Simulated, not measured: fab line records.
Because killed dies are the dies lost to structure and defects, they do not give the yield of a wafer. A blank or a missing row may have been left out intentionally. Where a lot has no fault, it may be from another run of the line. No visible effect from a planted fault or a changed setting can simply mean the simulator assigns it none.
A lot that was struck, set against a sound lot	flow sky130	15 out of 708 route steps
Sound: wafers L240.1, L240.3, L240.6. Struck: wafer L256.2 (left out: L256.3, L256.6 of the same lot, which were not struck); the cause appears at the end.
Each step with rows lists, per side, the tool, then ch with its chambers, then its first start. Under that, the readings that differ: sound wafers	struck wafers	difference of the means	sigmas: that difference in standard deviations of wafers without a fault.
alike: readings whose means differ by less than 2 such deviations, and words and numbers that are the same on both sides. not compared: withheld readings, readings that some wafer has no value for, bounds like >300 that may hide the same value, and numbers for which the record gives no deviation and whose values overlap.
The two part at a step that has a row with sigmas, a row that says differs or no value, or rows on one side only. Numbers that have no deviation but don't overlap get no sigmas and don't part them. A reading that every wafer of one side lacks parts them only if that side has two wafers or more.

SKY_VIA2_CMP_02: polishes SiO2.
  sound on cmp-02 ch 0,1,2, day 35 03:22; struck on cmp-01 ch 0, day 40 04:52
  alike: motor-current-A
SKY_VIA2_BOW_MEAS_03:
  sound: film-metro-01 at day 35 03:34; struck: film-metro-02 at day 40 05:08
  alike: VIA2_BOW
then, 8 steps without rows for these wafers: SKY_VIA2_DEHYDRATE_04 (time 60 s); SKY_VIA2_HMDS_05 (prime time 60 s); SKY_VIA2_COAT_06 (resist thk 60 nm); SKY_VIA2_COAT_07 (resist thk 450 nm); SKY_VIA2_SOFTBAKE_08 (time 90 s); SKY_VIA2_EXPOSE_09 (exposes mask VIM2, target cd 200 nm); SKY_VIA2_PEB_10; SKY_VIA2_DEVELOP_11 (develop time 60 s).
SKY_VIA2_CD_MEAS_12: target cd 200 nm.
  sound: cd-sem-01 at day 36 05:31; struck: cd-sem-02 at day 41 05:53
reading	sound	struck	difference	sigmas
cd-nm (nm)	198.6 198.2 197.5	202.4	+4.3	+3
SKY_VIA2_OVL_MEAS_13:
  sound: overlay-01 at day 36 05:38; struck: overlay-02 at day 41 05:59
  alike: VIA2_OVL
SKY_VIA2_ETCH_14: etches BARC in N2/H2, stops on SiO2, time 45.9 s, target depth 60 nm.
  sound on rie-diel-01 ch 0,1,2, day 36 05:40; struck on rie-diel-03 ch 1, day 41 06:01
reading	sound	struck	difference	sigmas
oes-product-au (a.u.)	0.849 0.862 0.857	0.987	+0.131	+26
run-length-s (s)	73.9 73.9 74.9	68.1	-6.1	-12
model.KrF-thick_of_VIA2_COAT_07.thk-nm (nm)	391.8 393 392.2	395.3	+3.0	
  alike: drypump-motor-current-A, throttle-valve-pct
  not compared: rf-hours-counter-h
SKY_VIA2_ETCH_15: etches SiO2 in C4F8/O2/Ar, stops on TiN, target depth 546 nm, time 84 s.
  sound on rie-diel-01 ch 0,1,2, day 36 05:42; struck on rie-diel-03 ch 1, day 41 06:04
reading	sound	struck	difference	sigmas
model.KrF-thick_of_VIA2_COAT_07.thk-nm (nm)	281.5 284.3 281	285.8	+3.5	
  alike: oes-product-au, run-length-s
  not compared: rf-hours-counter-h
SKY_VIA2_STRIP_16: strips in O2/N2.
  sound on plasma-asher-03 ch 0,1, day 36 05:46; struck on plasma-asher-01 ch 0, day 41 06:07
reading	sound	struck	difference	sigmas
drypump-motor-current-A (A)	5.2 6.0 5.1	6.3	+0.9	+2
strip-time-to-endpoint-s (s)	4.022 4.051 4.030	4.090	+0.056	+2
  alike: oes-product-au
  not compared: rf-hours-counter-h

== WHERE THEY PART ==
First at SKY_VIA2_CD_MEAS_12; last, within this record, at SKY_VIA2_STRIP_16.

WHY: whatever the simulator had introduced
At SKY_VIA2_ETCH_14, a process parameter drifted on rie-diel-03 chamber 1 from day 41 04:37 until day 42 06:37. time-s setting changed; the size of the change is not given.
